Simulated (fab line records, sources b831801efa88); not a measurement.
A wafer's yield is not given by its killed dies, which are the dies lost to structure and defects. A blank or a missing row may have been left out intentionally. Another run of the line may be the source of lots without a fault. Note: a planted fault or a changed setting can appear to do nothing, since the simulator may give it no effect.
8D (eight disciplines) problem report, filled in by code || flow sfq_line || the parts of the form that need people (team, actions taken, sign-off) are left out

## 1. THE ISSUE
thk_nm at SFQ_TRILAYER_I4_METRO_MEASURE_101 reads a mean of 180.8 nm on 3 wafers of 3 lots; wafers without a fault read 200.2 nm with a standard deviation of 1.1. Relative to the usual mean, that is a shift of -18 standard deviations.
First seen on wafer L370.6, day 59 13:13, on film_metro-02. At this step, 44 wafers from 15 lots have a number in the record. By rule, "out" or "out of limits" means more than 4 standard deviations away from the usual mean. The other wafers with a number count as sound.

## 2. WHAT IT IS, AND WHAT IT ISN'T
{"question": "which readings at this step", "is": "thk_nm", "is not": "-"}
{"question": "which lots", "is": "L370, L371, L372", "is not": "L363, L364, L365, L366, L367, L368, L369, L382, L383, L384, L385, L386"}
{"question": "which wafers of those lots", "is": "L370.6, L371.6, L372.6", "is not": "L370.3, L371.2, L371.5, L372.2, L372.3"}
{"question": "read on which tools", "is": "film_metro-01, film_metro-02, film_metro-04", "is not": "-"}
{"question": "when", "is": "from day 59 13:13", "is not": "up to then (22 sound wafers); but 19 sound wafers of L371, L372, L382, L383, L384, L385, L386 came after"}

## 3. THE SUSPECTS, EACH WITH WHAT RULES IT OUT
Counting: a tool at a process step up to the reading stays a suspect if it ran every lot that is out. Sound lots after the first of them don't rule it out here, since some wafers of a struck lot are sound.
- cmp-02 at SFQ_TRILAYER_I4_CMP_CMP_100 (polishes SiO2): kept. Every lot that is out went through it, the first being L370 (day 59 09:41); the last sound lot it ran before that was L369 (day 57 08:40).
Left after counting: cmp-02 at SFQ_TRILAYER_I4_CMP_CMP_100.

## 4. THE CAUSE (what the simulator had put in)
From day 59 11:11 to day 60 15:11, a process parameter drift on cmp-02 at SFQ_TRILAYER_I4_CMP_CMP_100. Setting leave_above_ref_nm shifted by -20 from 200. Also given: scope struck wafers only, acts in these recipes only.
The count eliminated every tool but this one.

## 5. SEQUENCE OF EFFECTS, ordered by route
Each row: a reading whose mean over the struck wafers that have a number lies more than 3 standard deviations from the usual. Only readings whose record carries a usual standard deviation are examined. hours: median over the lots of the time between each lot's start at the first step of this table that gives one and its start at this step. sigmas: the change, counted in usual standard deviations.
{"hours": 0, "step": "SFQ_TRILAYER_I4_METRO_MEASURE_101", "reading": "thk_nm", "usual": "200.2 nm", "on struck wafers": 180.8, "change": -19.4, "sigmas": -18}
{"hours": 108, "step": "SFQ_TRILAYER_I4_VIA_ETCH_VIA_ETCH_106", "reading": "oes_product_au", "usual": "0.855 a.u.", "on struck wafers": 0.808, "change": -0.047, "sigmas": -9.3}
It contains these process steps:
- SFQ_TRILAYER_I4_METRO_MEASURE_101
- SFQ_TRILAYER_I4_VIA_ETCH_VIA_ETCH_106: etches SiO2 in CHF3, stops on Nb, target depth 260 nm.
Later measuring or inspecting steps at which every struck wafer that the step has a row for has a number for every such reading, and none has moved that far: SFQ_I5_OVL_MEAS_936.

## 6. HOW IT WOULD HAVE BEEN CAUGHT EARLIER
2 hours passed between the start of the fault at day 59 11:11 and the first reading out of limits in this record, taken at day 59 13:13.
Of the tool readings at SFQ_TRILAYER_I4_CMP_CMP_100 for which the record gives a usual standard deviation, none was out on any struck wafer, so an alarm limit of 4 standard deviations on them would not have fired.
Of the lots that are out (3), L371, L372 began SFQ_TRILAYER_I4_CMP_CMP_100 on cmp-02 after day 59 13:13. A hold on the tool at that time would have spared those 2.
